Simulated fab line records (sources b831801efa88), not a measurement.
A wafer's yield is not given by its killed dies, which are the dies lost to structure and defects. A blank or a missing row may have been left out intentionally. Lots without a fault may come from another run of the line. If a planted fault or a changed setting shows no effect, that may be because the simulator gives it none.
fab line records	flow sky130
[record] lots = 5	wafers = 15	last-day = 50
route steps=708 shown POLY_GATE@217 LDD_N@237 PAD_OPEN@708
lots with no fault: from the same line, run without faults
start-h: start of the lot's first displayed wafer, in hours after the record's first day	wait-h: hours elapsed since this lot's preceding step	" repeats the value in the row above	L1.1+2: a row that stands for several wafers	- no value present, or no start provided	* or withheld: withheld	< > ~ a bound
route shown NAME@n: a module of which the file shows steps, and the number in the route of the first	usual: average and standard deviation across the fault-free wafers	same: alike in all rows	chamber/n: place in a boat	sites: the reading at each site	_std_site: standard deviation across them	_edge_site: mean of outer sites minus mean of inner sites	radius-mm: for every site, how far away it sits from the centre of the wafer	mask NAME#n: copy n	behind: the last tool/chamber to shape the wafer	hold: the reason the lot was held/the length of the hold in hours/how it ended	device: transistor that didn't switch, given as n, p or np	end of line: at the end of the route, the tests of the same wafers	a step without rows: its recipe alone	killed: dies that structure and defects cost at the first sort, which is not the same as the wafer's yield	map: a wafer's dies, x killed, . not, _ none there
set.NAME: the run value of the setting; set.NAME@STEP: its run value at that earlier step	model.NAME: the simulator's own value behind a step, which no gauge read
certain route steps with their lots: each step a table, each wafer a row
services: a tool's chamber out of use, with start hour (start-h, from the record's first day; less than 0 if before it), hours out, and reason
[[steps]]
[step SKY_POLY_GATE_CVD_03]
[recipe] material = Si3N4	precursor = DCS/NH3	target-thk-nm = 75	temp-c = 770	time-s = 1290	pressure-mtorr = 250
[step SKY_POLY_GATE_THK_MEAS_04]
[recipe] reads = Si3N4_of_POLY_GATE_CVD_03
[usual] POLY_GATE_CVD_03_THK = 74.8/0.69
lot.wafer	tool	chamber	start-h	wait-h	POLY_GATE_CVD_03_THK[nm]
L473.2	film-metro-03	-	366.29	0.0	74.7
L473.3	"	-	"	"	74.6
L473.6	"	-	"	"	75.1
L481.1	film-metro-04	-	428.95	0.0	74.0
L481.4	"	-	"	"	73.7
L481.6	"	-	"	"	73.5
L487.1	film-metro-03	-	482.13	0.0	76.4
L487.2	"	-	"	"	75.6
L487.5	"	-	"	"	76.4
L492.1	film-metro-01	-	540.95	0.0	75.3
L492.3	"	-	"	"	75.1
L492.4	"	-	"	"	75.2
L493.1	film-metro-04	-	543.51	0.0	75.3
L493.2	"	-	"	"	76.2
L493.4	"	-	"	"	76.0
[step SKY_POLY_GATE_DEHYDRATE_05]
[recipe] temp-c = 200	time-s = 60
[step SKY_POLY_GATE_HMDS_06]
[recipe] prime-time-s = 60	prime-temp-c = 120
[step SKY_POLY_GATE_COAT_07]
[recipe] resist = BARC	temp-c = withheld	time-s = withheld	spin-rpm = 3000	resist-thk-nm = 110
[step SKY_POLY_GATE_COAT_08]
[recipe] resist = KrF-thick	spin-rpm = 3000	resist-thk-nm = 450
[step SKY_POLY_GATE_SOFTBAKE_09]
[recipe] temp-c = 100	time-s = 90	resist = KrF-thick
[step SKY_POLY_GATE_EXPOSE_10]
[recipe] mask-id = P1M	na = 0.68	source-shape = conventional	sigma-outer = 0.6	target-cd-nm = 150	dose-mj = 28
[step SKY_POLY_GATE_PEB_11]
[recipe] peb-temp-c = withheld	peb-time-s = withheld	resist = KrF-thick
[step SKY_POLY_GATE_DEVELOP_12]
[recipe] develop-time-s = 60	resist = KrF-thick	dev-temp-c = 21
[step SKY_POLY_GATE_CD_MEAS_13]
[recipe] target-cd-nm = 150
[usual] cd-nm = 150.0/1.3
lot.wafer	tool	chamber	start-h	wait-h	cd-nm
L473.2	cd-sem-01	-	395.26	-	149.8
L473.3	"	-	"	"	147.7
L473.6	"	-	"	"	150.5
L481.1	cd-sem-01	-	459.59	-	149.2
L481.4	"	-	"	"	147.9
L481.6	"	-	"	"	149.2
L487.1	cd-sem-02	-	512.64	-	148.0
L487.2	"	-	"	"	150.4
L487.5	"	-	"	"	150.4
L492.1	cd-sem-02	-	570.58	-	149.2
L492.3	"	-	"	"	147.8
L492.4	"	-	"	"	148.7
L493.1	cd-sem-02	-	572.78	-	149.4
L493.2	"	-	"	"	148.0
L493.4	"	-	"	"	149.8
[step SKY_POLY_GATE_OVL_MEAS_14]
[usual] POLY_GATE_OVL = 3/5
lot.wafer	tool	chamber	start-h	wait-h	POLY_GATE_OVL[nm]
L473.2	overlay-01	-	395.36	0.1	0
L473.3	"	-	"	"	7
L473.6	"	-	"	"	4
L481.1	overlay-02	-	459.71	0.1	-1
L481.4	"	-	"	"	-1
L481.6	"	-	"	"	4
L487.1	overlay-02	-	512.76	0.1	11
L487.2	"	-	"	"	14
L487.5	"	-	"	"	7
L492.1	overlay-01	-	570.70	0.1	-1
L492.3	"	-	"	"	0
L492.4	"	-	"	"	-2
L493.1	overlay-01	-	572.90	0.1	3
L493.2	"	-	"	"	5
L493.4	"	-	"	"	3
[step SKY_POLY_GATE_ETCH_15]
[recipe] chemistry = N2/H2	target = BARC	ion-energy-ev = 200	source-w = 500	bias-w = 100	pressure-mtorr = 30	n2-flow-sccm = 100	h2-flow-sccm = 200	stop-on = SiO2	time-s = 118.5	target-depth-a = 1100
[usual] chamber-pressure-mTorr = 30.002/0.03	drypump-motor-current-A = 5.7/0.33	oes-product-au = 0.717/0.0047	throttle-valve-pct = 13.212/0.0096
lot.wafer	tool	chamber	start-h	wait-h	chamber-pressure-mTorr	drypump-motor-current-A	oes-product-au	rf-hours-counter-h	throttle-valve-pct	model.KrF-thick_of_POLY_GATE_COAT_08.thk-nm	model.POLY_GATE.cd-nm	model.SiO2_of_SONOS_ONO_CVD_04.thk-nm
L473.2	rie-diel-02	1	395.39	0.0	30.006	5.7	0.718	7	13.196	346.2	148.7	4.239
L473.3	"	3	"	"	29.997	5.3	0.720	40	13.210	347.2	146.6	4.301
L473.6	"	3	"	"	30.009	5.3	0.717	-	13.207	347.8	148.6	4.126
L481.1	rie-diel-01	3	459.74	0.0	29.987	5.7	0.726	99	13.229	297.3	139.2	0
L481.4	"	0	"	"	30.012	5.5	0.703	-	13.221	345.7	148	4.192
L481.6	"	2	"	"	29.990	6.2	0.714	-	13.197	343.7	149.5	4.27
L487.1	rie-diel-02	1	512.79	0.0	30.030	5.7	0.708	9	13.199	345.6	147.8	4.111
L487.2	"	3	"	"	30.064	5.3	0.713	42	13.218	343.1	150.3	4.021
L487.5	"	2	"	"	29.981	5.9	0.722	-	13.240	343.3	147.6	4.18
L492.1	rie-diel-02	2	570.74	0.0	29.991	6.0	0.713	8	13.202	345.6	148.4	4.181
L492.3	"	0	"	"	30.031	5.5	0.719	21	13.214	345.9	148.4	4.153
L492.4	"	1	"	"	30.007	5.7	0.720	11	13.206	345.7	148.6	4.153
L493.1	rie-diel-01	0	572.94	0.0	29.999	5.5	0.716	3	13.207	343.2	149.8	4.221
L493.2	"	3	"	"	29.957	5.7	0.724	2	13.209	341.1	149.3	4.145
L493.4	"	1	"	"	29.998	5.1	0.714	2	13.204	342.4	150.3	4.07
[step SKY_POLY_GATE_ETCH_16]
[recipe] stop-on = poly-Si	chemistry = CH3F/O2	target = Si3N4	source-w = 400	bias-w = 80	pressure-mtorr = 25	ch3f-flow-sccm = 40	O2_flow_sccm = 30	time-s = 147.5	target-depth-a = 750
[usual] chamber-pressure-mTorr = 25.001/0.022	drypump-motor-current-A = 5.6/0.33	oes-product-au = 0.640/0.0052	throttle-valve-pct = 10.536/0.0091
lot.wafer	tool	chamber	start-h	wait-h	chamber-pressure-mTorr	drypump-motor-current-A	oes-product-au	rf-hours-counter-h	throttle-valve-pct
L473.2	rie-diel-02	1	395.47	0.0	24.995	5.7	0.637	7	10.551
L473.3	"	3	"	"	24.972	5.3	0.639	40	10.529
L473.6	"	3	"	"	24.985	5.2	0.646	-	10.533
L481.1	rie-diel-01	3	459.82	0.0	25.045	5.6	0.633	99	10.517
L481.4	"	0	"	"	25.030	5.5	0.640	-	10.530
L481.6	"	2	"	"	24.955	6.2	0.641	-	10.552
L487.1	rie-diel-02	1	512.87	0.0	25.022	5.7	0.639	9	10.529
L487.2	"	3	"	"	24.980	5.2	0.639	42	10.538
L487.5	"	2	"	"	25.018	5.9	0.644	-	10.526
L492.1	rie-diel-02	2	570.82	0.0	25.025	5.9	0.652	8	10.543
L492.3	"	0	"	"	24.939	5.5	0.643	21	10.550
L492.4	"	1	"	"	25.003	5.7	0.638	11	10.545
L493.1	rie-diel-01	0	573.02	0.0	25.014	5.5	0.637	3	10.555
L493.2	"	3	"	"	25.003	5.7	0.646	2	10.548
L493.4	"	1	"	"	25.019	5.1	0.645	2	10.531
[step SKY_POLY_GATE_ETCH_17]
[recipe] target-depth-nm = 180	stop-on = SiO2	over-etch-frac = 0.56667	chemistry = HBr/Cl2	target = poly-Si	icp-w = 400	bias-w = 100	pressure-mtorr = 10	HBr_flow_sccm = 150	Cl2_flow_sccm = 50	time-s = 70.5
[usual] chamber-pressure-mTorr = 10.001/0.0097	drypump-motor-current-A = 6.0/0.34	oes-product-au = 0.985/0.0056	throttle-valve-pct = 33.684/0.0099
lot.wafer	tool	chamber	start-h	wait-h	chamber-pressure-mTorr	drypump-motor-current-A	oes-product-au	rf-hours-counter-h	throttle-valve-pct	model.KrF-thick_of_POLY_GATE_COAT_08.thk-nm	model.POLY_GATE.cd-nm
L473.2	rie-si-02	3	395.57	0.0	10.018	6.0	0.985	69	33.682	144.7	148.7
L473.3	"	0	"	"	9.998	6.2	0.994	16	33.675	144.1	144.6
L473.6	"	1	"	"	10.010	5.5	0.988	-	33.691	145.2	147.7
L481.1	rie-si-02	2	459.92	0.0	9.977	5.9	0.982	0	33.679	91.55	138.8
L481.4	"	1	"	"	9.987	5.5	0.972	6	33.671	141.4	149
L481.6	"	0	"	"	10.012	6.3	0.973	-	33.671	138.3	147.6
L487.1	rie-si-02	0	512.97	0.0	9.990	6.3	0.980	17	33.687	140.2	147.6
L487.2	"	3	"	"	9.999	6.0	0.993	0	33.688	139.4	149.8
L487.5	"	1	"	"	9.994	5.5	0.993	-	33.692	138.7	148
L492.1	rie-si-01	2	570.92	0.0	9.994	5.6	0.979	24	33.686	142.7	148.1
L492.3	"	1	"	"	10.016	6.3	0.986	0	33.662	142.6	149.3
L492.4	"	3	"	"	10.005	6.6	0.991	2	33.680	141.7	148.9
L493.1	rie-si-02	1	573.12	0.0	10.000	5.5	0.981	7	33.679	138.3	150.1
L493.2	"	3	"	"	9.986	6.0	0.982	0	33.685	136.5	149.2
L493.4	"	0	"	"	10.008	6.3	0.993	17	33.669	137.5	150
[step SKY_POLY_GATE_STRIP_18]
[recipe] chemistry = O2/N2	power-w = 1400	pressure-mtorr = 1500	platen-temp-c = withheld	o2-flow-sccm = 3000	n2-flow-sccm = 300	overash-fraction = 0.5
[usual] chamber-pressure-mTorr = 1500.1/1.3	drypump-motor-current-A = 5.7/0.39	oes-product-au = 0.361/0.0041	strip-time-to-endpoint-s = 3.16/0.03
lot.wafer	tool	chamber	start-h	wait-h	chamber-pressure-mTorr	drypump-motor-current-A	oes-product-au	rf-hours-counter-h	strip-time-to-endpoint-s
L473.2	plasma-asher-04	1	395.63	0.0	1500.7	5.8	0.360	71	3.20
L473.3	"	0	"	"	1497.0	5.7	0.359	-	3.21
L473.6	"	1	"	"	1500.1	5.7	0.370	-	3.23
L481.1	plasma-asher-02	0	459.98	0.0	1502.3	5.3	0.343	33	2.65
L481.4	"	0	"	"	1501.8	5.3	0.365	-	3.17
L481.6	"	1	"	"	1498.0	6.1	0.358	-	3.14
L487.1	plasma-asher-02	1	513.03	0.0	1500.5	6.1	0.359	39	3.16
L487.2	"	0	"	"	1502.3	5.3	0.362	39	3.17
L487.5	"	1	"	"	1501.6	6.1	0.361	-	3.15
L492.1	plasma-asher-03	1	570.98	0.0	1499.3	5.2	0.362	77	3.20
L492.3	"	1	"	"	1498.8	5.2	0.369	-	3.20
L492.4	"	0	"	"	1498.6	6.2	0.364	-	3.19
L493.1	plasma-asher-04	1	573.18	0.0	1500.4	5.7	0.360	12	3.15
L493.2	"	0	"	"	1499.6	5.7	0.364	12	3.12
L493.4	"	1	"	"	1500.6	5.7	0.362	-	3.14
[step SKY_POLY_GATE_CLEAN_19]
[recipe] chemistry = SC1/SC2	mix = 1:4:20	temp-c = 70	time-s = 150	dry = n2-spin
[step SKY_POLY_GATE_OXIDATION_20]
[recipe] temp-c = 850	ambient = O2	stabilise-s = 600	purge-s = 300	target-thk-a = 40	ox-time-s = 899
[step SKY_POLY_GATE_CD_MEAS_22]
[usual] cd-nm = 150.0/1.8
lot.wafer	tool	chamber	start-h	wait-h	cd-nm
L473.2	cd-sem-01	-	398.37	0.1	148.7
L473.3	"	-	"	"	144.2
L473.6	"	-	"	"	147.7
L481.1	cd-sem-02	-	461.46	0.1	138.8
L481.4	"	-	"	"	148.9
L481.6	"	-	"	"	147.3
L487.1	cd-sem-02	-	514.63	0.1	148.0
L487.2	"	-	"	"	149.5
L487.5	"	-	"	"	148.3
L492.1	cd-sem-01	-	572.43	0.1	148.0
L492.3	"	-	"	"	149.2
L492.4	"	-	"	"	149.2
L493.1	cd-sem-01	-	574.63	0.1	150.0
L493.2	"	-	"	"	149.1
L493.4	"	-	"	"	150.4
[step SKY_LDD_N_DEHYDRATE_00]
[recipe] temp-c = 200	time-s = 60
[step SKY_PAD_OPEN_PROBE_99]
[usual] killed_at_M0_to_M3 = 44/7.2	killed_at_M4_up = 3.1/1.7	killed-at-contacts = 25/5.1	killed-at-front-end = 14/4.6	killed-at-other = 0.3/0.59	killed-dies = 86/9.6	killed-on-rim = 17/4.1	killed-open = 47/7.4	killed-short = 39/6
[same] gross-dies = 492	killed-at-back-side = 0
lot.wafer	tool	chamber	start-h	wait-h	killed_at_M0_to_M3	killed_at_M4_up	killed-at-contacts	killed-at-front-end	killed-at-other	killed-dies	killed-on-rim	killed-open	killed-short
L473.2	prober-01	-	1087.26	0.1	46	3	27	17	0	93	12	45	48
L473.3	prober-01	-	1087.31	0.2	36	5	24	20	1	86	18	50	36
L473.6	prober-01	-	1087.46	0.2	38	3	19	11	1	72	12	45	27
L481.1	prober-01	-	1131.31	0.1	53	2	29	407	1	492	96	59	42
L481.4	prober-01	-	1131.46	0.2	42	2	24	24	2	94	23	48	46
L481.6	prober-01	-	1131.56	0.2	46	2	22	25	0	95	19	60	35
L487.1	prober-01	-	1165.46	0.1	56	6	25	6	0	93	20	51	42
L487.2	prober-01	-	1165.51	0.1	37	1	37	16	1	92	17	48	44
L487.5	prober-01	-	1165.66	0.2	60	3	31	12	0	106	26	63	43
L493.1	prober-02	-	1195.45	0.1	42	4	34	16	1	97	15	51	46
L493.2	prober-02	-	1195.50	0.1	38	5	19	15	0	77	16	37	40
L493.4	prober-02	-	1195.60	0.2	39	4	21	19	0	83	20	42	41
L492.1	prober-01	-	1195.96	0.1	36	5	25	8	0	74	16	47	27
L492.3	prober-01	-	1196.06	0.2	46	4	28	8	0	86	18	43	43
L492.4	prober-01	-	1196.11	0.2	32	4	28	9	0	73	15	35	38
// killed by level:class
L473.2 VIA1:geometric-particle:open=11 FIELD_ISO:geometric-particle:open=7 METAL1:geometric-particle:short=7 VIA3:geometric-particle:open=6 LOCAL_INTERCONNECT:geometric-particle:short=6 CONTACT:geometric-particle:open=6 CONTACT:geometric-particle:short=5 LI_CONTACT:geometric-particle:open=5
L473.3 VIA1:geometric-particle:open=12 POLY_GATE:geometric-particle:open=7 LI_CONTACT:geometric-particle:open=6 LOCAL_INTERCONNECT:geometric-particle:short=6 VIA3:geometric-particle:open=6 METAL1:geometric-particle:short=5 CONTACT:geometric-particle:short=5 CONTACT:geometric-particle:open=5
L473.6 VIA2:geometric-particle:open=9 CONTACT:geometric-particle:open=8 VIA1:geometric-particle:open=7 VIA2:geometric-particle:short=5 POLY_GATE:geometric-particle:open=4 LI_CONTACT:geometric-particle:open=4 VIA1:geometric-particle:short=4 FIELD_ISO:geometric-particle:short=3
L481.1 POLY_GATE:area-etch=391 VIA1:geometric-particle:open=15 CONTACT:geometric-particle:open=11 VIA1:geometric-particle:short=11 VIA2:geometric-particle:open=9 POLY_GATE:geometric-particle:open=5 LI_CONTACT:geometric-particle:open=5 LOCAL_INTERCONNECT:geometric-particle:short=5
L481.4 VIA1:geometric-particle:open=9 FIELD_ISO:geometric-particle:open=8 FIELD_ISO:geometric-particle:short=8 LI_CONTACT:geometric-particle:open=7 METAL2:geometric-particle:short=7 LOCAL_INTERCONNECT:geometric-particle:short=6 CONTACT:geometric-particle:open=6 VIA3:geometric-particle:open=6
L481.6 VIA1:geometric-particle:open=19 LI_CONTACT:geometric-particle:open=8 CONTACT:geometric-particle:open=8 POLY_GATE:geometric-particle:open=7 FIELD_ISO:geometric-particle:short=6 FIELD_ISO:geometric-particle:open=5 METAL1:geometric-particle:short=5 POLY_GATE:geometric-particle:short=4
L487.1 CONTACT:geometric-particle:open=12 VIA3:geometric-particle:open=10 VIA1:geometric-particle:open=10 CONTACT:geometric-particle:short=7 METAL1:geometric-particle:short=7 METAL2:geometric-particle:short=7 VIA1:geometric-particle:short=5 VIA2:geometric-particle:open=5
L487.2 CONTACT:geometric-particle:open=14 VIA1:geometric-particle:open=12 CONTACT:geometric-particle:short=9 LOCAL_INTERCONNECT:geometric-particle:short=7 METAL1:geometric-particle:short=7 VIA3:geometric-particle:open=6 POLY_GATE:geometric-particle:short=5 LI_CONTACT:geometric-particle:open=5
L487.5 CONTACT:geometric-particle:open=16 VIA1:geometric-particle:open=16 VIA2:geometric-particle:open=8 METAL2:geometric-particle:short=7 METAL1:geometric-particle:short=6 VIA1:geometric-particle:short=6 VIA3:geometric-particle:open=6 LOCAL_INTERCONNECT:geometric-particle:short=5
L493.1 CONTACT:geometric-particle:open=13 LI_CONTACT:geometric-particle:open=10 METAL1:geometric-particle:short=10 LOCAL_INTERCONNECT:geometric-particle:short=7 VIA3:geometric-particle:open=6 VIA1:geometric-particle:open=5 VIA2:geometric-particle:open=5 VIA2:geometric-particle:short=4
L493.2 LI_CONTACT:geometric-particle:open=9 VIA2:geometric-particle:open=8 VIA3:geometric-particle:short=7 POLY_GATE:geometric-particle:short=5 METAL2:geometric-particle:short=5 POLY_GATE:geometric-particle:open=4 CONTACT:geometric-particle:open=4 METAL1:geometric-particle:short=4
L493.4 LI_CONTACT:geometric-particle:open=11 METAL1:geometric-particle:short=8 VIA1:geometric-particle:open=8 POLY_GATE:geometric-particle:short=7 VIA1:geometric-particle:short=7 VIA2:geometric-particle:open=6 FIELD_ISO:geometric-particle:open=5 METAL4:geometric-particle:short=4
L492.1 LI_CONTACT:geometric-particle:open=13 VIA2:geometric-particle:open=7 VIA1:geometric-particle:open=7 VIA3:geometric-particle:open=6 CONTACT:geometric-particle:open=5 METAL1:geometric-particle:short=4 VIA1:geometric-particle:short=4 POLY_GATE:geometric-particle:short=3
L492.3 VIA2:geometric-particle:open=10 LI_CONTACT:geometric-particle:open=10 VIA1:geometric-particle:open=10 CONTACT:geometric-particle:open=8 VIA1:geometric-particle:short=6 METAL2:geometric-particle:short=6 LI_CONTACT:geometric-particle:short=5 VIA3:geometric-particle:short=5
L492.4 LI_CONTACT:geometric-particle:open=11 VIA1:geometric-particle:open=8 LOCAL_INTERCONNECT:geometric-particle:short=7 METAL1:geometric-particle:short=6 CONTACT:geometric-particle:short=5 VIA2:geometric-particle:open=5 VIA3:geometric-particle:open=4 METAL4:geometric-particle:short=4
// map L481.1 (x killed, . not)
__________xxxxxxxxxx_________
________xxxxxxxxxxxxxx_______
______xxxxxxxxxxxxxxxxxx_____
_____xxxxxxxxxxxxxxxxxxxx____
____xxxxxxxxxxxxxxxxxxxxxx___
___xxxxxxxxxxxxxxxxxxxxxxxx__
__xxxxxxxxxxxxxxxxxxxxxxxxxx_
_xxxxxxxxxxxxxxxxxxxxxxxxxxxx
_xxxxxxxxxxxxxxxxxxxxxxxxxxxx
_xxxxxxxxxxxxxxxxxxxxxxxxxxxx
_xxxxxxxxxxxxxxxxxxxxxxxxxxxx
_xxxxxxxxxxxxxxxxxxxxxxxxxxxx
_xxxxxxxxxxxxxxxxxxxxxxxxxxxx
_xxxxxxxxxxxxxxxxxxxxxxxxxxxx
_xxxxxxxxxxxxxxxxxxxxxxxxxxxx
__xxxxxxxxxxxxxxxxxxxxxxxxxx_
___xxxxxxxxxxxxxxxxxxxxxxxx__
____xxxxxxxxxxxxxxxxxxxxxx___
_____xxxxxxxxxxxxxxxxxxxx____
______xxxxxxxxxxxxxxxxxx_____
________xxxxxxxxxxxxxx_______
__________xxxxxxxxxx_________
// map L493.1 (x killed, . not)
__________..x......x_________
________...x.x.x.x...._______
______...........x..x..x_____
_____..x....x.x....x.x...____
____....x..x..............___
___..xx..............x.....__
__.x......x....x............_
_x..xx........x..xx....x.....
_.xx..x..x.x.x...x..x..xx....
_...x....x..x.x...x..........
_......xxx..........xx......x
_x.x...x.x.x.........x.......
_.....x..........xx...x....x.
_..x.x....xx........x..x.....
_............x....x...x......
__.x..x.........xx.......x.._
___........x........x.x....__
____.x......x...x.x....xxx___
_____........x...x....x..____
______.....xx.x.......x._____
________xx...x..x....._______
__________........x._________
[[services]]
tool	chamber	start-h	hours	kind
rie-diel-01	-	379.11	1.5	repair
rie-si-02	2	393.74	-	clean
rie-si-02	2	393.74	20.4	scheduled-down
rie-si-02	2	393.74	20.4	vent-cycle
rie-si-02	3	397.24	7.8	repair
rie-diel-01	0	404.22	-	clean
rie-diel-01	0	404.22	11.2	scheduled-down
rie-diel-01	0	404.22	11.2	vent-cycle
plasma-asher-02	-	405.88	2.8	pm
plasma-asher-04	-	421.25	9.0	pm
rie-diel-02	0	423.72	12.7	repair
rie-diel-01	1	436.46	-	clean
rie-diel-01	1	436.46	24.0	scheduled-down
plasma-asher-03	-	438.32	1.3	repair
rie-diel-02	2	469.74	5.8	repair
rie-diel-02	-	478.34	1.3	repair
rie-si-02	1	496.47	5.8	repair
rie-diel-02	-	507.25	0.8	repair
rie-diel-02	0	507.83	29.6	repair
rie-si-01	3	516.76	9.3	repair
plasma-asher-04	-	540.27	14.6	pm
plasma-asher-04	-	563.47	2.8	pm
plasma-asher-03	-	568.30	0.4	repair
rie-diel-02	-	568.81	0.3	repair
[[key]]
[first-sign] step = SKY_POLY_GATE_STRIP_18	reading = strip-time-to-endpoint-s	direction = down	sigmas = 17	usual = *	struck = *
[effect] step = SKY_POLY_GATE_STRIP_18	reading = oes-product-au	direction = down	sigmas = 4.3	usual = 0.361	struck = 0.343
[effect] step = SKY_POLY_GATE_CD_MEAS_22	reading = cd-nm	direction = down	sigmas = 6.1	usual = 150.0	struck = 138.8
[effect] step = SKY_PAD_OPEN_PROBE_99	reading = killed-at-front-end	direction = up	sigmas = 85	usual = 14	struck = 407
[model-effect] step = SKY_POLY_GATE_ETCH_15	value = KrF-thick_of_POLY_GATE_COAT_08.thk-nm	without = 342.7	struck = 297.3
[model-effect] step = SKY_POLY_GATE_ETCH_17	value = KrF-thick_of_POLY_GATE_COAT_08.thk-nm	without = 136.9	struck = 91.55
[more-kills-born-at] SKY_POLY_GATE_ETCH_15@rie-diel-01 = 391
met-at SKY_POLY_GATE_ETCH_15
struck-wafers L481.1
later-rows-left-out L481.1
tester-left-out L481
[fault] kind = process-parameter-drift	tool = rie-diel-01	chamber = 3	onset-h = 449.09	steps = SKY_POLY_GATE_ETCH_15	channel = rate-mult	offset = 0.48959	shape = step	end-h = 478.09
// tester-left-out: of these lots the tester's yield and bins aren't shown, on N5 and GAA mostly nor the transistor test; their killed dies are dies lost to structure and defects alone, not to doping, threshold or leakage, so they don't give the yield
// later-rows-left-out: the simulator's readings of these wafers behind a module that went badly wrong aren't trusted and aren't shown, but for the sort
